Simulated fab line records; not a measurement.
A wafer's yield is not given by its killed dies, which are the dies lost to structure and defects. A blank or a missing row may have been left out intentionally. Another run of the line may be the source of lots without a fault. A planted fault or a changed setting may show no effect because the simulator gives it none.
fab line records	flow sky130
record lots=6	wafers=18	last-day=49
route steps=708 shown SONOS_ONO@176 GATE_OXIDE@187 POLY_GATE@204 PAD_OPEN@708
lots with no fault: from the same line, run without faults
start-h: the number of hours between the record's first day and the start of the first shown wafer of the lot	wait-h: hours from the lot's prior step to this one	" repeats the value in the row above	L1.1+2: several wafers, shown together as one row	- no value, or no start was given	* or withheld: withheld	< > ~ a bound
route shown NAME@n: a module of which the file shows steps, and the number in the route of the first	usual: average and standard deviation across the fault-free wafers	same: alike in all rows	chamber/n: place in a boat	sites: each site's reading	_std_site: the standard deviation of these	_edge_site: inner sites' mean taken away from outer sites' mean	radius-mm: how far each site lies from the wafer's centre	mask NAME#n: copy n	behind: the most recent tool/chamber to have shaped the wafer	hold: why the lot went on hold/how many hours it stayed there/how the hold came to an end	device: the n, p or np transistor that did not switch	end of line: at the end of the route, the tests of the same wafers	a step given without rows: its recipe and nothing more	killed: dies that structure and defects cost at the first sort, which is not the same as the wafer's yield	map: dies across one wafer; x = killed, . = not, _ = none there
set.NAME: the setting that was run; set.NAME@STEP: the one run at that earlier step	model.NAME: the simulator's own value behind a step, which no gauge read
certain route steps with their lots: each step a table, each wafer a row
services: from which hour (start-h, from the record's first day; less than 0 if before it) a tool's chamber was out of use, for how many hours, and why
## steps
# step SKY_SONOS_ONO_COAT_08
# recipe resist=NOVOLAK	spin-rpm=3000	resist-thk-nm=1140
# step SKY_SONOS_ONO_SOFTBAKE_09
# recipe temp-c=90	time-s=60	resist=NOVOLAK
# step SKY_SONOS_ONO_EXPOSE_10
# recipe mask-id=ONOM	target-cd-nm=410	na=0.6	source-shape=conventional	sigma-outer=0.6	dose-mj=150
# step SKY_SONOS_ONO_PEB_11
# recipe temp-c=withheld	time-s=*	resist=NOVOLAK
# step SKY_SONOS_ONO_DEVELOP_12
# recipe develop-time-s=60	dev-temp-c=23
# step SKY_SONOS_ONO_CD_MEAS_13
# recipe target-cd-nm=410
# usual cd-nm=409.2/2.3
lot.wafer	tool	chamber	start-h	wait-h	cd-nm
L424.2	cd-sem-02	-	289.93	0.1	411.8
L424.4	"	-	"	"	410.3
L424.6	"	-	"	"	409.9
L426.2	cd-sem-01	-	298.38	0.1	406.6
L426.4	"	-	"	"	407.0
L426.6	"	-	"	"	405.0
L433.2	cd-sem-01	-	361.78	0.1	406.7
L433.4	"	-	"	"	405.5
L433.5	"	-	"	"	404.3
L434.3	cd-sem-02	-	371.15	0.1	409.7
L434.4	"	-	"	"	408.0
L434.5	"	-	"	"	408.1
L441.2	cd-sem-02	-	429.87	0.1	412.8
L441.3	"	-	"	"	411.9
L441.6	"	-	"	"	412.1
L442.2	cd-sem-02	-	433.99	0.1	409.9
L442.4	"	-	"	"	410.1
L442.5	"	-	"	"	407.6
# step SKY_SONOS_ONO_OVL_MEAS_14
# usual SONOS_ONO_OVL=0.7/1.3
lot.wafer	tool	chamber	start-h	wait-h	SONOS_ONO_OVL[nm]
L424.2	overlay-02	-	290.04	0.1	0.9
L424.4	"	-	"	"	0.1
L424.6	"	-	"	"	-0.5
L426.2	overlay-01	-	298.49	0.1	-0.3
L426.4	"	-	"	"	1.1
L426.6	"	-	"	"	0.2
L433.2	overlay-01	-	361.88	0.1	0.7
L433.4	"	-	"	"	-0.7
L433.5	"	-	"	"	0.9
L434.3	overlay-01	-	371.25	0.1	0.9
L434.4	"	-	"	"	1.0
L434.5	"	-	"	"	2.3
L441.2	overlay-01	-	429.98	0.1	-0.2
L441.3	"	-	"	"	-0.3
L441.6	"	-	"	"	1.0
L442.2	overlay-01	-	434.10	0.1	0.8
L442.4	"	-	"	"	-0.3
L442.5	"	-	"	"	0.0
# step SKY_SONOS_ONO_ETCH_15
# recipe target-depth-nm=19.52	chemistry=CHF3/O2	source-w=600	bias-w=200	pressure-mtorr=40	chf3-flow-sccm=50	O2_flow_sccm=5	time-s=7.8
# usual drypump-motor-current-A=5.7/0.54	oes-product-au=0.998/0.012	throttle-valve-pct=8.824/0.01
lot.wafer	tool	chamber	start-h	wait-h	drypump-motor-current-A	oes-product-au	rf-hours-counter-h	throttle-valve-pct
L424.2	rie-diel-04	1	290.07	0.0	4.9	1.002	13	8.829
L424.4	"	0	"	"	6.4	1.000	49	8.823
L424.6	"	3	"	"	5.0	0.979	-	8.823
L426.2	rie-diel-03	2	298.52	0.0	5.4	1.018	6	8.824
L426.4	"	3	"	"	5.6	0.988	69	8.835
L426.6	"	0	"	"	5.8	1.012	-	8.834
L433.2	rie-diel-01	2	361.91	0.0	6.1	1.007	9	8.830
L433.4	"	0	"	"	6.2	0.997	3	8.809
L433.5	"	3	"	"	6.0	1.013	-	8.854
L434.3	rie-diel-04	1	371.27	0.0	4.9	1.006	14	8.820
L434.4	"	2	"	"	6.4	0.996	4	8.825
L434.5	"	1	"	"	4.9	1.001	-	8.838
L441.2	rie-diel-04	0	430.01	0.0	6.3	0.987	51	8.842
L441.3	"	2	"	"	6.4	0.994	5	8.818
L441.6	"	0	"	"	6.3	0.993	-	8.829
L442.2	rie-diel-04	0	434.13	0.0	6.4	0.994	51	8.827
L442.4	"	3	"	"	5.0	0.991	2	8.829
L442.5	"	0	"	"	6.4	1.001	-	8.819
# step SKY_SONOS_ONO_WET_ETCH_16
# recipe chemistry=dHF	target-depth-nm=14	dry=n2-spin	target=SiO2	dilution=100:1	temp-c=25	time-s=280
# step SKY_SONOS_ONO_STRIP_17
# recipe chemistry=O2/N2	power-w=1400	pressure-mtorr=1500	platen-temp-c=withheld	o2-flow-sccm=3000	n2-flow-sccm=300	overash-fraction=0.5
# usual drypump-motor-current-A=5.5/0.39	o2-flow-sccm=3001/7.6	oes-product-au=0.710/0.0045	strip-time-to-endpoint-s=14.09/0.044
lot.wafer	tool	chamber	start-h	wait-h	drypump-motor-current-A	o2-flow-sccm	oes-product-au	rf-hours-counter-h	strip-time-to-endpoint-s
L424.2	plasma-asher-03	1	290.18	0.0	5.0	2990	0.711	16	14.06
L424.4	"	1	"	"	5.0	2994	0.706	-	14.08
L424.6	"	0	"	"	4.8	3013	0.715	-	14.05
L426.2	plasma-asher-03	1	298.64	0.0	5.0	3002	0.712	17	14.04
L426.4	"	0	"	"	4.8	2993	0.713	-	14.07
L426.6	"	0	"	"	4.8	2990	0.714	-	14.03
L433.2	plasma-asher-04	0	362.03	0.0	5.6	2992	0.704	66	14.15
L433.4	"	1	"	"	5.7	3001	0.704	-	14.14
L433.5	"	0	"	"	5.6	3005	0.709	-	14.08
L434.3	plasma-asher-02	0	371.42	0.0	6.1	2992	0.716	-	14.15
L434.4	"	1	"	"	5.5	3007	0.705	-	14.14
L434.5	"	1	"	"	5.5	3015	0.709	-	14.16
L441.2	plasma-asher-04	1	430.12	0.0	5.7	2998	0.713	74	14.20
L441.3	"	0	"	"	5.6	2997	0.720	-	14.17
L441.6	"	1	"	"	5.7	3007	0.712	-	14.17
L442.2	plasma-asher-03	0	434.23	0.0	4.9	2994	0.713	29	14.13
L442.4	"	1	"	"	5.0	3002	0.712	-	14.07
L442.5	"	1	"	"	5.0	2999	0.700	-	14.12
# step SKY_SONOS_ONO_WET_ETCH_18
# recipe chemistry=H3PO4	target-depth-nm=15	target=Si3N4	temp-c=160	time-s=172
# step SKY_GATE_OXIDE_CLEAN_00
# recipe chemistry=SC1/SC2	mix=1:4:20	temp-c=70	time-s=150	dry=n2-spin
# step SKY_GATE_OXIDE_OXIDATION_01
# recipe temp-c=900	ambient=O2	stabilise-s=600	purge-s=300	target-thk-a=102.68	ox-time-s=1473
# usual tube_center_temp_C_max=902.3/0.33
lot.wafer	tool	chamber	start-h	wait-h	tube_center_temp_C_max	model.SiO2_of_GATE_OXIDE_OXIDATION_01.thk-nm
L424.2	furnace-01	0	291.50	1.1	901.9	10.5
L424.4	"	0	"	"	902.0	10.59
L424.6	"	0	"	"	902.4	10.57
L426.2	furnace-02	0	300.66	1.8	902.6	10.42
L426.4	"	0	"	"	902.4	10.41
L426.6	"	0	"	"	902.0	10.41
L433.2	furnace-02	0	362.71	0.5	903.0	12.02
L433.4	"	0	"	"	902.4	12.01
L433.5	"	0	"	"	902.3	12.01
L434.3	furnace-02	0	371.94	0.3	902.7	11.92
L434.4	"	0	"	"	903.0	11.98
L434.5	"	0	"	"	902.2	11.76
L441.2	furnace-01	0	436.72	6.4	902.5	10.37
L441.3	"	0	"	"	902.0	10.04
L441.6	"	0	"	"	902.3	10.33
L442.2	furnace-01	0	436.72	2.3	902.2	10.66
L442.4	"	0	"	"	902.2	10.56
L442.5	"	0	"	"	902.2	10.7
# step SKY_GATE_OXIDE_THK_MEAS_02
# recipe reads=SiO2_of_GATE_OXIDE_OXIDATION_01
# usual GATE_OXIDE_OXIDATION_00_THK=10.34/0.18
lot.wafer	tool	chamber	start-h	wait-h	hold	GATE_OXIDE_OXIDATION_00_THK[nm]
L424.2	film-metro-02	-	292.98	0.1	-	10.49
L424.4	"	-	"	"	-	10.61
L424.6	"	-	"	"	-	10.59
L426.2	film-metro-02	-	302.08	0.0	-	10.41
L426.4	"	-	"	"	-	10.40
L426.6	"	-	"	"	-	10.46
L433.2	film-metro-01	-	364.13	0.0	await-dispo/0.2h/release	12.03
L433.4	"	-	"	"	await-dispo/0.2h/release	11.95
L433.5	"	-	"	"	await-dispo/0.2h/release	12.01
L433.2	film-metro-01	-	364.35	0.2	-	12.02
L433.4	"	-	"	"	-	12.01
L433.5	"	-	"	"	-	11.97
L434.3	film-metro-02	-	373.37	0.0	await-dispo/0.2h/release	11.91
L434.4	"	-	"	"	await-dispo/0.2h/release	11.96
L434.5	"	-	"	"	await-dispo/0.2h/release	11.79
L434.3	film-metro-02	-	373.60	0.2	-	11.94
L434.4	"	-	"	"	-	11.94
L434.5	"	-	"	"	-	11.75
L441.2	film-metro-04	-	438.14	0.0	-	10.39
L441.3	"	-	"	"	-	10.07
L441.6	"	-	"	"	-	10.37
L442.2	film-metro-02	-	438.14	0.0	-	10.67
L442.4	"	-	"	"	-	10.60
L442.5	"	-	"	"	-	10.74
# step SKY_GATE_OXIDE_HMDS_04
# recipe prime-time-s=60	prime-temp-c=120
# step SKY_GATE_OXIDE_COAT_05
# recipe resist=NOVOLAK	spin-rpm=3000	resist-thk-nm=1140
# step SKY_GATE_OXIDE_SOFTBAKE_06
# recipe temp-c=90	time-s=57.34	resist=NOVOLAK
# step SKY_GATE_OXIDE_EXPOSE_07
# recipe mask-id=LVOM	na=0.6	source-shape=conventional	sigma-outer=0.6	polarization=unpolarized	target-cd-nm=600	dose-mj=170
# step SKY_GATE_OXIDE_PEB_08
# recipe temp-c=withheld	time-s=*	resist=NOVOLAK
# step SKY_GATE_OXIDE_DEVELOP_09
# recipe resist=NOVOLAK	developer=TMAH	develop-time-s=60	dev-temp-c=23
# step SKY_GATE_OXIDE_OVL_MEAS_10
# usual GATE_OXIDE_OVL=0.9/1.3
lot.wafer	tool	chamber	start-h	wait-h	GATE_OXIDE_OVL[nm]
L424.2	overlay-02	-	318.56	0.1	2.5
L424.4	"	-	"	"	0.9
L424.6	"	-	"	"	1.7
L426.2	overlay-01	-	327.96	0.1	0.0
L426.4	"	-	"	"	0.1
L426.6	"	-	"	"	1.3
L433.2	overlay-01	-	392.23	0.1	0.9
L433.4	"	-	"	"	2.0
L433.5	"	-	"	"	1.0
L434.3	overlay-02	-	401.18	0.1	1.7
L434.4	"	-	"	"	2.5
L434.5	"	-	"	"	0.8
L441.2	overlay-02	-	467.93	0.1	0.4
L441.3	"	-	"	"	0.4
L441.6	"	-	"	"	1.7
L442.2	overlay-02	-	468.23	0.1	1.3
L442.4	"	-	"	"	1.8
L442.5	"	-	"	"	2.3
# step SKY_GATE_OXIDE_IMPLANT_11
# recipe species=B	energy-kev=10	dose-cm2=2.6e+12	tilt-deg=withheld
# step SKY_GATE_OXIDE_WET_ETCH_12
# recipe chemistry=dHF	target-depth-nm=16.8	dry=n2-spin	target=SiO2	dilution=100:1	temp-c=25	time-s=336
# step SKY_GATE_OXIDE_STRIP_13
# recipe chemistry=O2/N2	power-w=1400	pressure-mtorr=1500	platen-temp-c=withheld	o2-flow-sccm=3000	n2-flow-sccm=300	overash-fraction=0.5
# usual drypump-motor-current-A=5.81/0.22	o2-flow-sccm=3001/7.9	oes-product-au=0.715/0.004	strip-time-to-endpoint-s=14.17/0.038
lot.wafer	tool	chamber	start-h	wait-h	drypump-motor-current-A	o2-flow-sccm	oes-product-au	rf-hours-counter-h	strip-time-to-endpoint-s
L424.2	plasma-asher-02	0	318.84	0.0	6.09	3014	0.715	64	14.30
L424.4	"	0	"	"	6.05	3003	0.720	-	14.23
L424.6	"	1	"	"	5.48	2994	0.722	-	14.21
L426.2	plasma-asher-01	1	328.24	0.0	5.77	3005	0.718	49	14.22
L426.4	"	0	"	"	5.98	3000	0.715	-	14.16
L426.6	"	1	"	"	5.76	2992	0.720	-	14.14
L433.2	plasma-asher-01	0	392.51	0.0	6.02	3005	0.710	56	14.17
L433.4	"	0	"	"	6.02	3005	0.722	-	14.23
L433.5	"	1	"	"	5.71	2991	0.713	-	14.19
L434.3	plasma-asher-02	0	401.48	0.0	6.06	2994	0.718	-	14.14
L434.4	"	1	"	"	5.50	3011	0.716	-	14.22
L434.5	"	1	"	"	5.48	2999	0.719	-	14.16
L441.2	plasma-asher-01	1	468.21	0.0	5.72	3007	0.716	64	14.17
L441.3	"	0	"	"	6.00	2999	0.715	-	14.15
L441.6	"	1	"	"	5.73	3008	0.711	-	14.16
L442.2	plasma-asher-04	0	468.52	0.0	5.63	3005	0.718	77	14.16
L442.4	"	0	"	"	5.63	2998	0.725	-	14.18
L442.5	"	0	"	"	5.65	3005	0.710	-	14.17
# step SKY_GATE_OXIDE_TW_MEAS_14
# usual GATE_OXIDE_TW=223.6/1.7
lot.wafer	tool	chamber	start-h	wait-h	hold	GATE_OXIDE_TW
L424.2	film-metro-01	-	318.95	0.1	-	221.9
L424.4	"	-	"	"	-	222.0
L424.6	"	-	"	"	-	222.1
L426.2	film-metro-02	-	328.35	0.1	-	225.9
L426.4	"	-	"	"	-	226.1
L426.6	"	-	"	"	-	224.9
L433.2	film-metro-04	-	392.62	0.1	await-dispo/0.2h/release	223.1
L433.4	"	-	"	"	await-dispo/0.2h/release	222.2
L433.5	"	-	"	"	await-dispo/0.2h/release	224.3
L433.2	film-metro-04	-	392.85	0.2	-	223.6
L433.4	"	-	"	"	-	224.5
L433.5	"	-	"	"	-	224.2
L434.3	film-metro-04	-	401.57	0.1	await-dispo/0.2h/release	224.0
L434.4	"	-	"	"	await-dispo/0.2h/release	223.0
L434.5	"	-	"	"	await-dispo/0.2h/release	224.5
L434.3	film-metro-04	-	401.80	0.2	-	224.2
L434.4	"	-	"	"	-	223.9
L434.5	"	-	"	"	-	223.6
L441.2	film-metro-04	-	468.32	0.1	-	223.7
L441.3	"	-	"	"	-	223.8
L441.6	"	-	"	"	-	223.2
L442.2	film-metro-02	-	468.63	0.1	-	224.1
L442.4	"	-	"	"	-	224.0
L442.5	"	-	"	"	-	224.3
# step SKY_GATE_OXIDE_OXIDATION_16
# recipe temp-c=800	ambient=O2	idle-temp-c=700	ramp-up-c-per-min=10	ramp-down-c-per-min=3	stabilise-s=600	purge-s=300	target-thk-a=35.7	ox-time-s=1915
# usual tube_center_temp_C_max=802.07/0.29
# same ox-time-s=1915
lot.wafer	tool	chamber	start-h	wait-h	tube_center_temp_C_max	model.SiO2_of_GATE_OXIDE_OXIDATION_01.thk-nm
L424.2	furnace-01	0	320.13	1.1	801.99	11.83
L424.4	"	0	"	"	801.67	11.91
L424.6	"	0	"	"	802.03	11.88
L426.2	furnace-02	0	328.50	0.0	802.20	11.8
L426.4	"	0	"	"	802.46	11.78
L426.6	"	0	"	"	802.28	11.79
L433.2	furnace-02	0	396.63	0.2	802.02	13.21
L433.4	"	0	"	"	801.67	13.23
L433.5	"	0	"	"	801.63	13.24
L434.3	furnace-01	0	403.45	0.0	802.00	13.16
L434.4	"	0	"	"	801.98	13.26
L434.5	"	0	"	"	801.79	13.04
L441.2	furnace-02	0	468.42	0.0	802.66	11.71
L441.3	"	0	"	"	802.08	11.4
L441.6	"	0	"	"	801.99	11.64
L442.2	furnace-01	0	468.73	0.0	802.25	12.03
L442.4	"	0	"	"	802.02	11.94
L442.5	"	0	"	"	802.30	12.07
# step SKY_POLY_GATE_CVD_00
# recipe material=poly-Si	target-thk-nm=180	temp-c=620	time-s=720	pressure-mtorr=200
# step SKY_PAD_OPEN_PROBE_99
# usual killed_at_M0_to_M3=43/7.1	killed_at_M4_up=3.0/1.9	killed-at-contacts=24/5	killed-at-front-end=15/4.3	killed-at-other=0.3/0.5	killed-dies=85/9.6	killed-open=46/7.1	killed-short=39/6.8
# same gross-dies=492	killed-at-back-side=0
lot.wafer	tool	chamber	start-h	wait-h	killed_at_M0_to_M3	killed_at_M4_up	killed-at-contacts	killed-at-front-end	killed-at-other	killed-dies	killed-open	killed-short	model.etest.nfet_16v.r-on-ohm-um	model.etest.pfet_16v.r-on-ohm-um	model.etest.tip-sonos.rs-ohm-sq	model.etest.pfet-g5v0d10v5.r-on-ohm-um	model.etest.nfet-g5v0d10v5.r-on-ohm-um	model.etest.nfet-g5v0d10v5.drive-ua-um	model.etest.nfet_05v0_nvt.drive-ua-um	model.etest.pfet-g5v0d10v5.drive-ua-um
L424.2	prober-02	-	1084.03	0.1	29	5	28	15	1	78	49	29	1.422e+04	1.5e+04	2710	4856	1892	601.3	573.4	336.5
L424.4	prober-02	-	1084.13	0.2	43	7	23	19	0	92	51	41	1.425e+04	1.532e+04	2723	4806	1904	601	567.7	335.4
L424.6	prober-02	-	1084.23	0.2	39	5	27	14	1	86	49	37	1.427e+04	1.532e+04	2737	4860	1915	593.5	568.6	332.7
L426.2	prober-01	-	1084.35	0.1	42	5	11	18	0	76	36	40	1.416e+04	1.5e+04	2676	4692	1872	601.4	578.5	343.5
L426.4	prober-01	-	1084.45	0.2	56	3	26	10	0	95	58	37	1.417e+04	1.522e+04	2667	4840	1901	602	577.4	337.5
L426.6	prober-01	-	1084.55	0.2	33	2	24	20	0	79	44	35	1.404e+04	1.492e+04	2651	4708	1858	601.4	576.2	346
L433.2	prober-01	-	1131.11	0.1	39	4	24	15	1	83	46	37	1.493e+04	1.621e+04	3064	4966	1997	533.1	516.7	314.3
L433.4	prober-01	-	1131.21	0.2	46	3	31	7	0	87	51	36	1.495e+04	1.584e+04	3063	5032	2016	532.8	514.5	313.5
L433.5	prober-01	-	1131.26	0.2	50	4	17	11	0	82	42	40	1.496e+04	1.582e+04	3101	4928	1997	532.7	519.2	317.9
L434.3	prober-02	-	1137.57	0.2	39	12	31	14	0	96	57	39	1.504e+04	1.575e+04	3146	4935	2027	536.6	514.5	317.8
L434.4	prober-02	-	1137.62	0.2	41	3	35	14	0	93	48	45	1.509e+04	1.619e+04	3174	4992	2040	537.9	511.9	314.4
L434.5	prober-02	-	1137.67	0.2	42	3	28	18	0	91	47	44	1.499e+04	1.604e+04	3094	5050	1993	542.4	521.5	312.3
L441.2	prober-02	-	1173.90	0.1	43	4	20	15	1	83	37	46	1.396e+04	1.518e+04	2675	4718	1862	608.6	581.5	343.8
L441.3	prober-02	-	1173.95	0.2	50	4	26	13	0	93	43	50	1.375e+04	1.484e+04	2636	4648	1827	620.8	597.2	353.9
L441.6	prober-02	-	1174.10	0.2	39	5	31	14	0	89	48	41	1.397e+04	1.522e+04	2675	4772	1870	612.8	585.5	342.8
L442.2	prober-01	-	1177.29	0.1	42	3	29	21	0	95	51	44	1.438e+04	1.542e+04	2804	4778	1902	590.3	560.2	335.9
L442.4	prober-01	-	1177.39	0.2	39	2	23	25	0	89	51	38	1.421e+04	1.522e+04	2770	4855	1935	592.6	564.4	332.3
L442.5	prober-01	-	1177.44	0.2	46	2	24	17	0	89	44	45	1.442e+04	1.532e+04	2828	4845	1938	584.9	563.4	333.3
# killed by level:class
L424.2 CONTACT:geometric-particle:open=14 LI_CONTACT:geometric-particle:open=8 VIA1:geometric-particle:open=7 POLY_GATE:geometric-particle:short=6 VIA2:geometric-particle:open=5 VIA3:geometric-particle:open=5 METAL1:geometric-particle:short=4 FIELD_ISO:geometric-particle:open=3
L424.4 LI_CONTACT:geometric-particle:open=9 VIA3:geometric-particle:open=9 VIA1:geometric-particle:open=9 POLY_GATE:geometric-particle:short=7 VIA2:geometric-particle:open=7 POLY_GATE:geometric-particle:open=6 METAL2:geometric-particle:short=6 METAL4:geometric-particle:short=5
L424.6 VIA1:geometric-particle:open=14 LI_CONTACT:geometric-particle:open=8 CONTACT:geometric-particle:open=8 VIA2:geometric-particle:open=7 CONTACT:geometric-particle:short=6 METAL1:geometric-particle:short=5 FIELD_ISO:geometric-particle:short=4 VIA3:geometric-particle:open=4
L426.2 VIA1:geometric-particle:open=11 FIELD_ISO:geometric-particle:short=6 FIELD_ISO:geometric-particle:open=5 VIA1:geometric-particle:short=5 METAL1:geometric-particle:short=5 VIA2:geometric-particle:open=5 VIA2:geometric-particle:short=5 LOCAL_INTERCONNECT:geometric-particle:short=4
L426.4 VIA1:geometric-particle:open=14 CONTACT:geometric-particle:open=9 METAL1:geometric-particle:short=8 LI_CONTACT:geometric-particle:open=7 VIA3:geometric-particle:open=7 VIA2:geometric-particle:open=6 METAL2:geometric-particle:open=5 METAL3:geometric-particle:short=5
L426.6 CONTACT:geometric-particle:open=9 VIA1:geometric-particle:open=8 LI_CONTACT:geometric-particle:open=7 POLY_GATE:geometric-particle:open=6 FIELD_ISO:geometric-particle:open=5 CONTACT:geometric-particle:short=5 FIELD_ISO:geometric-particle:short=4 METAL1:geometric-particle:short=4
L433.2 VIA1:geometric-particle:open=8 CONTACT:geometric-particle:open=8 LOCAL_INTERCONNECT:geometric-particle:short=7 METAL2:geometric-particle:short=7 VIA3:geometric-particle:open=7 POLY_GATE:geometric-particle:open=6 LI_CONTACT:geometric-particle:open=6 METAL1:geometric-particle:short=4
L433.4 LI_CONTACT:geometric-particle:open=13 VIA1:geometric-particle:open=12 CONTACT:geometric-particle:open=7 CONTACT:geometric-particle:short=7 VIA3:geometric-particle:open=7 METAL1:geometric-particle:short=5 METAL2:geometric-particle:short=5 VIA2:geometric-particle:open=4
L433.5 VIA3:geometric-particle:open=14 VIA1:geometric-particle:open=8 METAL1:geometric-particle:short=7 CONTACT:geometric-particle:open=6 METAL2:geometric-particle:short=6 FIELD_ISO:geometric-particle:short=5 VIA2:geometric-particle:open=4 POLY_GATE:geometric-particle:short=3
L434.3 CONTACT:geometric-particle:open=13 LI_CONTACT:geometric-particle:open=9 METAL1:geometric-particle:short=6 VIA1:geometric-particle:open=6 VIA3:geometric-particle:open=6 METAL4:geometric-particle:short=6 VIA1:geometric-particle:short=5 VIA2:geometric-particle:open=5
L434.4 CONTACT:geometric-particle:open=13 LOCAL_INTERCONNECT:geometric-particle:short=7 VIA3:geometric-particle:open=7 VIA1:geometric-particle:short=6 FIELD_ISO:geometric-particle:open=6 LI_CONTACT:geometric-particle:open=6 VIA1:geometric-particle:open=6 METAL1:geometric-particle:short=5
L434.5 CONTACT:geometric-particle:open=12 VIA1:geometric-particle:open=10 VIA1:geometric-particle:short=7 FIELD_ISO:geometric-particle:short=6 LI_CONTACT:geometric-particle:open=6 VIA3:geometric-particle:open=6 POLY_GATE:geometric-particle:short=5 VIA3:geometric-particle:short=4
L441.2 CONTACT:geometric-particle:open=10 METAL2:geometric-particle:short=7 VIA1:geometric-particle:short=6 VIA3:geometric-particle:short=5 METAL1:geometric-particle:short=5 VIA3:geometric-particle:open=5 VIA1:geometric-particle:open=4 LI_CONTACT:geometric-particle:open=4
L441.3 VIA3:geometric-particle:open=9 LOCAL_INTERCONNECT:geometric-particle:short=7 VIA1:geometric-particle:open=7 CONTACT:geometric-particle:open=6 VIA1:geometric-particle:short=6 METAL2:geometric-particle:short=5 VIA2:geometric-particle:open=5 METAL1:geometric-particle:short=5
L441.6 LI_CONTACT:geometric-particle:open=12 VIA1:geometric-particle:open=11 CONTACT:geometric-particle:open=8 VIA1:geometric-particle:short=8 CONTACT:geometric-particle:short=5 FIELD_ISO:geometric-particle:short=4 METAL3:geometric-particle:short=4 VIA3:geometric-particle:open=4
L442.2 CONTACT:geometric-particle:short=12 VIA1:geometric-particle:open=11 CONTACT:geometric-particle:open=9 VIA2:geometric-particle:open=8 POLY_GATE:geometric-particle:open=6 POLY_GATE:geometric-particle:short=6 METAL1:geometric-particle:short=5 VIA3:geometric-particle:open=5
L442.4 POLY_GATE:geometric-particle:open=9 POLY_GATE:geometric-particle:short=9 CONTACT:geometric-particle:open=9 LI_CONTACT:geometric-particle:open=7 VIA1:geometric-particle:short=6 VIA1:geometric-particle:open=6 VIA2:geometric-particle:open=6 VIA3:geometric-particle:open=6
L442.5 VIA1:geometric-particle:open=9 CONTACT:geometric-particle:open=9 METAL1:geometric-particle:short=7 CONTACT:geometric-particle:short=7 LI_CONTACT:geometric-particle:open=6 METAL2:geometric-particle:short=6 VIA1:geometric-particle:short=5 VIA3:geometric-particle:open=5
## services
tool	chamber	start-h	hours	kind
rie-diel-01	3	269.56	3.5	repair
plasma-asher-03	-	273.48	0.4	repair
furnace-01	-	274.81	2.7	pm
furnace-02	-	277.24	3.5	pm
rie-diel-04	-	292.06	0.7	repair
furnace-01	-	292.91	3.3	pm
rie-diel-04	-	298.87	2.8	pm
rie-diel-01	0	299.32	4.2	repair
plasma-asher-01	-	321.18	0.5	repair
plasma-asher-04	-	331.88	2.0	repair
plasma-asher-04	-	339.27	4.0	repair
rie-diel-03	1	343.38	2.2	repair
rie-diel-01	-	345.49	1.6	repair
plasma-asher-04	-	346.81	2.8	pm
plasma-asher-03	-	367.90	11.1	repair
plasma-asher-03	-	408.41	2.9	repair
furnace-02	-	414.31	24.8	pm
plasma-asher-02	-	421.33	9.0	pm
furnace-02	-	439.09	3.0	pm
furnace-02	-	451.07	3.6	pm
plasma-asher-01	-	452.02	1.7	repair
furnace-01	-	459.09	1.1	repair
furnace-01	-	460.22	3.5	pm
rie-diel-04	-	466.02	0.3	repair
## key
first-sign step=SKY_GATE_OXIDE_THK_MEAS_02	reading=visit	direction=added
effect step=SKY_GATE_OXIDE_THK_MEAS_02	reading=GATE_OXIDE_OXIDATION_00_THK	direction=up	sigmas=8.9	usual=10.34	struck=11.94
effect step=SKY_GATE_OXIDE_TW_MEAS_14	reading=visit	direction=added
model-effect step=SKY_GATE_OXIDE_OXIDATION_01	value=SiO2_of_GATE_OXIDE_OXIDATION_01.thk-nm	without=10.56	struck=11.95
model-effect step=SKY_GATE_OXIDE_OXIDATION_16	value=SiO2_of_GATE_OXIDE_OXIDATION_01.thk-nm	without=11.9	struck=13.19
model-effect step=SKY_PAD_OPEN_PROBE_99	value=etest.nfet_16v.r-on-ohm-um	without=1.428e+04	struck=1.5e+04
met-at SKY_GATE_OXIDE_OXIDATION_01
struck-wafers L433.2,L433.4,L433.5,L434.3,L434.4,L434.5
tester-left-out L433,L434
onset-between 300.66 362.71
fault kind=process-parameter-drift	tool=furnace-02	chamber=-	onset-h=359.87	steps=SKY_GATE_OXIDE_OXIDATION_01	channel=ox-time-s	offset=*	shape=step	end-h=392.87	acts-in=*	stated=*
# tester-left-out: of these lots the tester's yield and bins aren't shown, on N5 and GAA mostly nor the transistor test; their killed dies are dies lost to structure and defects alone, not to doping, threshold or leakage, so they don't give the yield
